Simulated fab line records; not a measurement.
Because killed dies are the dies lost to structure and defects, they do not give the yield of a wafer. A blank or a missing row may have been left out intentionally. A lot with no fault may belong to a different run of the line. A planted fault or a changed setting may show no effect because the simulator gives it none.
Which tool was responsible? + flow gf180mcu + Sampling: 7 lots, 19 wafers, 4 of 602 route steps

== WHAT EACH GAUGE READ, for each wafer ==
GF_M2_CD_MEAS_14 targets a cd of 280 nm.
| lot  | measured     | on        | cd_nm (nm)        |
|------|--------------|-----------|-------------------|
| L231 | day 19 23:40 | cd_sem-01 | 281.5 282.0 282.3 |
| L233 | day 20 16:37 | cd_sem-01 | 278.4 277.9 278.3 |
| L235 | day 21 12:31 | cd_sem-01 | 279.6 279.6 279.1 |
| L242 | day 24 07:20 | cd_sem-02 | 278.8 263.6       |
| L245 | day 24 23:17 | cd_sem-02 | 281.5 265.6       |
| L248 | day 26 08:36 | cd_sem-02 | 280.6 279.4 281.2 |
| L252 | day 27 05:14 | cd_sem-02 | 281.6 281.1 281.5 |

== TOOL THAT RAN EACH LOT (tool first, then ch and the chambers of the sampled wafers, then the start) ==
| lot  | GF_V1_ETCH_17                                 | GF_M2_SPUTTER_03             | GF_M2_EXPOSE_11                   |
|------|-----------------------------------------------|------------------------------|-----------------------------------|
| L231 | rie_diel-02 ch 0,3, day 18 22:49 or earlier   | pvd_sputter-01, day 18 23:20 | krf_scanner-01 ch 0, day 19 11:46 |
| L233 | rie_diel-02 ch 0,2,3, day 19 15:50 or earlier | pvd_sputter-01, day 19 16:22 | krf_scanner-02 ch 0, day 20 05:01 |
| L235 | rie_diel-02 ch 1,2,3, day 20 12:29 or earlier | pvd_sputter-01, day 20 13:01 | krf_scanner-02 ch 0, day 21 00:56 |
| L242 | rie_diel-04 ch 0,1, day 23 08:16 or earlier   | pvd_sputter-04, day 23 09:05 | krf_scanner-02 ch 0, day 23 20:30 |
| L245 | rie_diel-02 ch 1, day 24 01:15 or earlier     | pvd_sputter-03, day 24 01:44 | krf_scanner-02 ch 0, day 24 12:55 |
| L248 | rie_diel-02 ch 1,2,3, day 25 11:11 or earlier | pvd_sputter-04, day 25 11:42 | krf_scanner-01 ch 0, day 25 22:01 |
| L252 | rie_diel-02 ch 1,3, day 26 08:27 or earlier   | pvd_sputter-01, day 26 08:58 | krf_scanner-02 ch 0, day 26 18:54 |
- GF_V1_ETCH_17: etches SiO2 in C4F8/O2/Ar, stops on TiN, target depth 630 nm.
- GF_M2_SPUTTER_03: material Ti, target thk 10 nm, time 6.7 s.
- GF_M2_EXPOSE_11: exposes mask Metal2, target cd 280 nm.

== THE ANSWER, worked out from the rows above alone ==
Rule: the usual values come from the lots themselves. The widest of any qualifying gaps counts: lots, ordered by their means at a reading, are off when they make up no more than a third of the lots, leave a main group of 4 or more, and stand apart from it by 3 or more times the standard deviation of that group's means. A main group whose means are all the same, to the digits that the tables above print for the reading, isn't used. A lot without any number at a reading at which 4 lots or more have one is off too. The other lots that the step has rows for count as sound.
Off: L242, L245 (GF_M2_CD_MEAS_14, cd_nm). The main group: mean 280.3 nm, standard deviation 1.3.
A tool fits if, at a process step before that reading, it ran every lot that is off, and no sound lot after the first of them. Those tools and the gauges at GF_M2_CD_MEAS_14 are tried in the same way. Because GF_V1_ETCH_17 lacks a start for some lots, the hours and order of its lots are taken from GF_V1_THK_MEAS_25. Not one of the candidates tried fits.

== WHAT WAS PUT IN BY THE SIMULATOR ==
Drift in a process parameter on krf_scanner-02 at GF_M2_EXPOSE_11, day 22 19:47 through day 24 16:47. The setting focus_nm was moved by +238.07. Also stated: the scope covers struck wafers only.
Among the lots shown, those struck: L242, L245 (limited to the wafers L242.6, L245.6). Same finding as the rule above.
